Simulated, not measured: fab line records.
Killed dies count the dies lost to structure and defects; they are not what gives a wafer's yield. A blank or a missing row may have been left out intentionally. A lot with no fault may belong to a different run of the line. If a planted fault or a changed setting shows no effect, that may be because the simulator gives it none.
Which tool is to blame? | flow sky130 | 39 wafers from 13 lots sampled at 5 of the route's 708 steps

## WHAT THE GAUGES SHOWED, per wafer
SKY_DNWELL_TW_MEAS_09. Usual: DNWELL_TW typically reads 1128, with standard deviation 6.
lot  | measured    | on            | DNWELL_TW                     | flag
L572 | day 3 05:04 | film metro-03 | 1124 1126 1123                |
L574 | day 3 16:25 | film metro-01 | 1136 1130 1131                |
L575 | day 3 21:14 | film metro-03 | 1127 1119 1131                |
L577 | day 4 11:29 | film metro-03 | 1125 1130 1125                |
L578 | day 4 16:25 | film metro-01 | 1125 1122 1125                |
L581 | day 5 11:19 | film metro-03 | 1122 1131 1126                |
L582 | day 5 13:34 | film metro-03 | 1125 1131 1131                |
L584 | day 5 22:58 | film metro-01 | 1130 1129 1131                |
L585 | day 6 00:20 | film metro-01 | 1195 1196 1196 1191 1197 1187 | OFF
L586 | day 6 09:23 | film metro-02 | 1202 1200 1194 1200 1193 1195 | OFF
L587 | day 6 14:15 | film metro-03 | 1125 1115 1122                |
L588 | day 6 19:47 | film metro-03 | 1121 1126 1119                |
L595 | day 8 12:12 | film metro-03 | 1127 1138 1136                |

SKY_VT_ADJUST_HVTR_OVL_MEAS_08. Usual: VT_ADJUST_HVTR_OVL typically reads -0.1 nm, with standard deviation 1.4.
lot  | measured     | on         | VT_ADJUST_HVTR_OVL (nm) | flag
L572 | day 9 08:09  | overlay-02 | -1.0 0.1 2.1            |
L574 | day 10 01:49 | overlay-02 | 1.2 2.3 1.5             |
L575 | day 10 05:52 | overlay-01 | -0.7 1.5 -1.9           |
L577 | day 11 00:32 | overlay-02 | 1.1 -0.3 -1.5           |
L578 | day 11 07:28 | overlay-01 | -0.2 -1.1 -2.5          |
L581 | day 12 11:56 | overlay-02 | 2.8 0.4 2.1             |
L582 | day 12 15:04 | overlay-02 | -0.2 0.9 -0.4           |
L584 | day 13 04:53 | overlay-01 | -1.5 -0.8 -0.7          |
L585 | day 13 08:30 | overlay-02 | -1.5 -0.8 -0.6          |
L586 | day 13 19:17 | overlay-02 | 0.7 -0.5 0.6            |
L587 | day 14 01:31 | overlay-01 | -0.7 0.4 -2.5           |
L588 | day 14 09:19 | overlay-01 | -1.5 0.7 -1.6           |
L595 | day 16 16:37 | overlay-02 | 2.1 1.4 1.4             |

SKY_CONTACT_CD_MEAS_14 targets a cd of 170 nm. Usual: 170.4 nm for cd nm, sd 1.6.
lot  | measured     | on        | cd nm (nm)        | flag
L572 | day 31 03:29 | cd sem-02 | 169.6 169.8 170.7 |
L574 | day 32 02:00 | cd sem-02 | 169.7 170.0 168.9 |
L575 | day 32 09:16 | cd sem-02 | 170.6 170.6 168.5 |
L577 | day 33 06:43 | cd sem-01 | 171.5 172.9 172.0 |
L578 | day 34 04:35 | cd sem-02 | 169.9 169.5 169.9 |
L581 | day 34 16:49 | cd sem-02 | 168.9 167.5 169.0 |
L582 | day 35 02:38 | cd sem-01 | 170.5 170.1 171.4 |
L584 | day 35 13:04 | cd sem-02 | 167.6 167.1 168.9 |
L585 | day 35 16:58 | cd sem-02 | 170.4 172.2 171.2 |
L586 | day 36 00:07 | cd sem-02 | 168.1 168.1 168.5 |
L587 | day 36 09:31 | cd sem-02 | 170.6 171.0 170.4 |
L588 | day 36 21:31 | cd sem-02 | 169.4 167.8 169.6 |
L595 | day 39 16:44 | cd sem-02 | 171.2 171.2 170.4 |

## EACH LOT AND THE TOOL THAT RAN IT (in order: tool; ch and the chambers of the sampled wafers; start)
lot  | SKY_DNWELL_IMPLANT_07          | SKY_CONTACT_CMP_04
L572 | implanter-03 ch 0, day 3 04:50 | cmp-02 ch 1,3, day 29 22:52
L574 | implanter-04 ch 0, day 3 16:12 | cmp-01 ch 0,1,2, day 30 22:31
L575 | implanter-02 ch 0, day 3 20:59 | cmp-01 ch 0,1,2, day 31 05:07
L577 | implanter-04 ch 0, day 4 11:14 | cmp-02 ch 0,2,3, day 32 03:38
L578 | implanter-03 ch 0, day 4 16:11 | cmp-01 ch 1,2,3, day 33 02:19
L581 | implanter-04 ch 0, day 5 11:05 | cmp-02 ch 0,1,3, day 33 14:31
L582 | implanter-04 ch 0, day 5 13:20 | cmp-01 ch 0,1, day 33 23:16
L584 | implanter-03 ch 0, day 5 22:44 | cmp-01 ch 0,3, day 34 10:15
L585 | implanter-03 ch 0, day 6 00:05 | cmp-01 ch 0,2,3, day 34 14:14
L586 | implanter-03 ch 0, day 6 09:08 | cmp-01 ch 0,1, day 34 21:31
L587 | implanter-04 ch 0, day 6 14:02 | cmp-02 ch 1,2,3, day 35 07:13
L588 | implanter-04 ch 0, day 6 19:32 | cmp-02 ch 0,2,3, day 35 19:50
L595 | implanter-04 ch 0, day 8 11:58 | cmp-02 ch 0,1,2, day 38 15:10
- SKY_DNWELL_IMPLANT_07
- SKY_CONTACT_CMP_04: polishes SiO2.

## AS READ BY THE TOOLS THEMSELVES (means over the sampled wafers that have a number; for cases with no such wafer, the mark the record gives instead)
SKY_CONTACT_CMP_04. Usual: motor current A 12.4 A, standard deviation 0.81; platen rpm 60.00 rpm, standard deviation 0.045; time to endpoint s 84 s, standard deviation 3.6.
lot  | tool   | motor current A (A) | platen rpm (rpm) | time to endpoint s (s) | flag
L572 | cmp-02 | 12.6                | 59.99            | 81                     |
L574 | cmp-01 | 11.3                | 60.03            | 82                     |
L575 | cmp-01 | 11.8                | 60.04            | 83                     |
L577 | cmp-02 | 12.6                | 59.97            | 81                     |
L578 | cmp-01 | 12.7                | 59.97            | 77                     |
L581 | cmp-02 | 12.8                | 60.00            | 86                     |
L582 | cmp-01 | 12.1                | 60.00            | 82                     |
L584 | cmp-01 | 12.2                | 59.96            | 87                     |
L585 | cmp-01 | 12.1                | 59.98            | 83                     |
L586 | cmp-01 | 12.0                | 60.03            | 81                     |
L587 | cmp-02 | 13.3                | 60.01            | 84                     |
L588 | cmp-02 | 12.7                | 60.01            | 88                     |
L595 | cmp-02 | 12.7                | 59.98            | 87                     |

## THE ANSWER, worked out from the rows above alone
Rule: a lot is off if the mean of its wafers that have a number lies more than 3 standard deviations from the usual mean. A lot without any number at a reading at which 4 lots or more have one is off too. The other lots that the step has rows for count as sound. First the gauges in route order, then the tools' own readings, where a lot's mean is used as printed above. At the first step where some lot is off, the reading lying furthest off is the one used; lots without a number count as furthest.
Off: at SKY_DNWELL_TW_MEAS_09 (DNWELL_TW), L585, L586.
A tool fits if, at a process step before that reading, it ran every lot that is off, and no sound lot after the first of them. Gauges at SKY_DNWELL_TW_MEAS_09: tried the same way as those tools. One fits: implanter-03 at SKY_DNWELL_IMPLANT_07. A fault onset in the window from L584 (day 5 22:44, its last sound lot) to L585 (day 6 00:05, its first lot off) fits.

## WHAT THE SIMULATOR HAD PUT IN
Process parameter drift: implanter-03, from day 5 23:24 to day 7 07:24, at SKY_DNWELL_IMPLANT_07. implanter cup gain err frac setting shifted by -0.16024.
Lots struck among those shown: L585, L586. The rule above reached the same finding.
